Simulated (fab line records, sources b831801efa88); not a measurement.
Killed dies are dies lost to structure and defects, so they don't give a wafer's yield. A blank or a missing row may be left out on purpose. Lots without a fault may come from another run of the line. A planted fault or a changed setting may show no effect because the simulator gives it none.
A struck lot beside a sound one | flow sky130 | 16 steps out of a route of 708
Sound: wafers L982.1, L982.2, L982.6. Struck: wafer L990.5. (L990.1, L990.4 of the same lot were not struck and are left out.) The cause comes at the end.
At each step with rows: each side's tool, then ch and its chambers, then its first start. Under that, the readings that differ: sound wafers | struck wafers | difference of the means | sigmas: that difference in standard deviations of wafers without a fault.
alike: readings whose means differ by less than 2 such deviations, and words and numbers that are the same on both sides. not compared: withheld readings, readings that some wafer has no value for, bounds like >300 that may hide the same value, and numbers for which the record gives no deviation and whose values overlap.
The two part at a step that has a row with sigmas, a row that says differs or no value, or rows on one side only. Numbers that don't overlap but have no deviation are shown without sigmas and don't part them. A reading that every wafer of one side lacks parts them only if that side has two wafers or more.

SKY_VIA1_CMP_02: polishes SiO2.
  sound on cmp-01 ch 0,2,3, day 35 09:44; struck on cmp-01 ch 2, day 37 19:28
  alike: motor_current_A
SKY_VIA1_BOW_MEAS_03:
  sound on film_metro-03, day 35 09:56; struck on film_metro-03, day 37 19:43
  alike: VIA1_BOW
then, 8 steps without rows for these wafers: SKY_VIA1_DEHYDRATE_04 (time 60 s); SKY_VIA1_HMDS_05 (prime time 60 s); SKY_VIA1_COAT_06 (resist thk 60 nm); SKY_VIA1_COAT_07 (resist thk 450 nm); SKY_VIA1_SOFTBAKE_08 (time 90 s); SKY_VIA1_EXPOSE_09 (exposes mask VIM, target cd 150 nm); SKY_VIA1_PEB_10; SKY_VIA1_DEVELOP_11 (develop time 60 s).
SKY_VIA1_CD_MEAS_12: target cd 150 nm.
  sound on cd_sem-02, day 36 11:34; struck on cd_sem-02, day 38 21:04
  alike: cd_nm
SKY_VIA1_OVL_MEAS_13:
  sound on overlay-01, day 36 11:41; struck on overlay-01, day 38 21:11
  alike: VIA1_OVL
SKY_VIA1_ETCH_14: etches BARC in N2/H2, stops on SiO2, time 45.9 s, target depth 60 nm.
  sound on rie_diel-03 ch 0,1,3, day 36 11:44; struck on rie_diel-03 ch 2, day 38 21:14
  reading                                     | sound             | struck | difference | sigmas
  oes_product_au (a.u.)                       | 0.859 0.854 0.856 | 0.984  | +0.128     | +26
  run_length_s (s)                            | 74.8 74.7 73.9    | 50.3   | -24.2      | -47
  model.etch.depth_nm (nm)                    | 60.24 60.15 60.16 | 37.29  | -22.89     |
  model.KrF-thick_of_VIA1_COAT_07.thk_nm (nm) | 394 395.2 394.4   | 414.5  | +20.0      |
  model.VIA1.cd_nm (nm)                       | 149.3 150.7 149   | 144.7  | -5.0       |
  alike: drypump_motor_current_A, throttle_valve_pct
  not compared: rf_hours_counter_h
SKY_VIA1_ETCH_15: etches SiO2 in C4F8/O2/Ar, stops on TiN, target depth 351 nm, time 54 s.
  sound on rie_diel-03 ch 0,1,3, day 36 11:46; struck on rie_diel-03 ch 2, day 38 21:16
  reading                                     | sound             | struck | difference | sigmas
  oes_product_au (a.u.)                       | 0.974 0.981 0.974 | 0.374  | -0.602     | -99 or more
  model.KrF-thick_of_VIA1_COAT_07.thk_nm (nm) | 323.4 324.5 324.1 | 346.7  | +22.7      |
  alike: run_length_s
  not compared: rf_hours_counter_h
SKY_VIA1_STRIP_16: strips in O2/N2.
  sound on plasma_asher-02 ch 0,1, day 36 11:49; struck on plasma_asher-04 ch 0, day 38 21:19
  reading                      | sound             | struck | difference | sigmas
  strip_time_to_endpoint_s (s) | 4.477 4.487 4.485 | 4.715  | +0.232     | +11
  alike: drypump_motor_current_A, oes_product_au
  not compared: rf_hours_counter_h
then, 1 step without rows for these wafers: SKY_VIA1_STRIP_17 (strips in post etch residue remover, time 1200 s).

WHERE THEY PART
First at SKY_VIA1_ETCH_14; last, within this record, at SKY_VIA1_STRIP_16.

WHY: what the simulator had put in
Process parameter drift: rie_diel-03, from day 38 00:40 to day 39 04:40, at SKY_VIA1_ETCH_14. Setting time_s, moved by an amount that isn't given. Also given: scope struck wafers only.
